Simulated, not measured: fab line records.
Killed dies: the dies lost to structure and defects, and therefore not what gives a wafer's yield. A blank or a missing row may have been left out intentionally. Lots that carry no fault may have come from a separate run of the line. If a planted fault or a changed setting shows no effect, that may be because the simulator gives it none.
A single fault, viewed from 2 desks / flow sky130 / each desk holds nothing but its own numbers, with what lay behind them at the end

== AT THE METROLOGY DESK ==
What the gauges read, lot by lot, whatever tool the lot ran on: means of the sampled wafers that have a number. Marked OUT: a lot whose mean sits more than 4 standard deviations from the usual mean, which makes it out of limits; the brackets give that distance. Shown here are 7 of its 8 readings, the ones lying furthest out on some lot.
Columns: A = VIA2_W_RS at SKY_VIA2_RS_MEAS_22, usual 0.271 ohm/sq; B = CAPM_CVD_00_THK at SKY_CAPM_THK_MEAS_01, usual 15.59 nm; C = CAPM_TIN_RS at SKY_CAPM_RS_MEAS_03, usual 6.86 ohm/sq; D = CAPM_TIN_THK at SKY_CAPM_THK_MEAS_04, usual 202.5 nm; E = CAPM_OVL at SKY_CAPM_OVL_MEAS_12, usual 0.9 nm; F = cdNm at SKY_METAL3_CD_MEAS_13, usual 300.0 nm; G = METAL3_OVL at SKY_METAL3_OVL_MEAS_14, usual 1 nm
lot=L239; first seen here=day 37 06:26; A=0.270; B=15.45; C=6.88; D=201.1; E=1.9; F=299.5; G=3
lot=L246; first seen here=day 39 16:47; A=0.269; B=15.82; C=6.93; D=200.4; E=3.6; F=301.6; G=-0
lot=L250; first seen here=day 40 17:09; A=0.270; B=15.76; C=7.01; D=198.8; E=0.9; F=299.2; G=8
lot=L256; first seen here=day 42 15:23; A=0.273; B=15.63; C=6.81; D=204.2; E=1.6; F=300.3; G=3
lot=L258; first seen here=day 43 12:25; A=0.266; B=15.30; C=6.74; D=206.2; E=-0.3; F=299.6; G=4
This desk found nothing out of limits on any of the 5 lots.

== TOOL OWNER'S DESK, pvdSputter-01 ==
The tool's own readings at SKY_METAL3_SPUTTER_03 (material Ti, target thk 5 nm, time 3.3 s): means of the sampled wafers that have a number, for each lot that ran on this tool. Marked OUT: a lot whose mean sits more than 4 standard deviations from the usual mean, which makes it out of limits; the brackets give that distance.
Columns: A = cathodeDcPowerW at SKY_METAL3_SPUTTER_03, usual 3000.0 W; B = throttleValvePct at SKY_METAL3_SPUTTER_03, usual 30.0 %
lot=L246; first seen here=day 39 17:20; A=2999.9; B=29.9
lot=L250; first seen here=day 40 17:41; A=3000.4; B=30.6
This desk found nothing out of limits on any of the 2 lots.

== ALL TOGETHER ==
From the metrology desk's view, nothing was out of limits.
The desk of the tool owner found nothing out of limits.

== WHAT WAS PUT IN BY THE SIMULATOR ==
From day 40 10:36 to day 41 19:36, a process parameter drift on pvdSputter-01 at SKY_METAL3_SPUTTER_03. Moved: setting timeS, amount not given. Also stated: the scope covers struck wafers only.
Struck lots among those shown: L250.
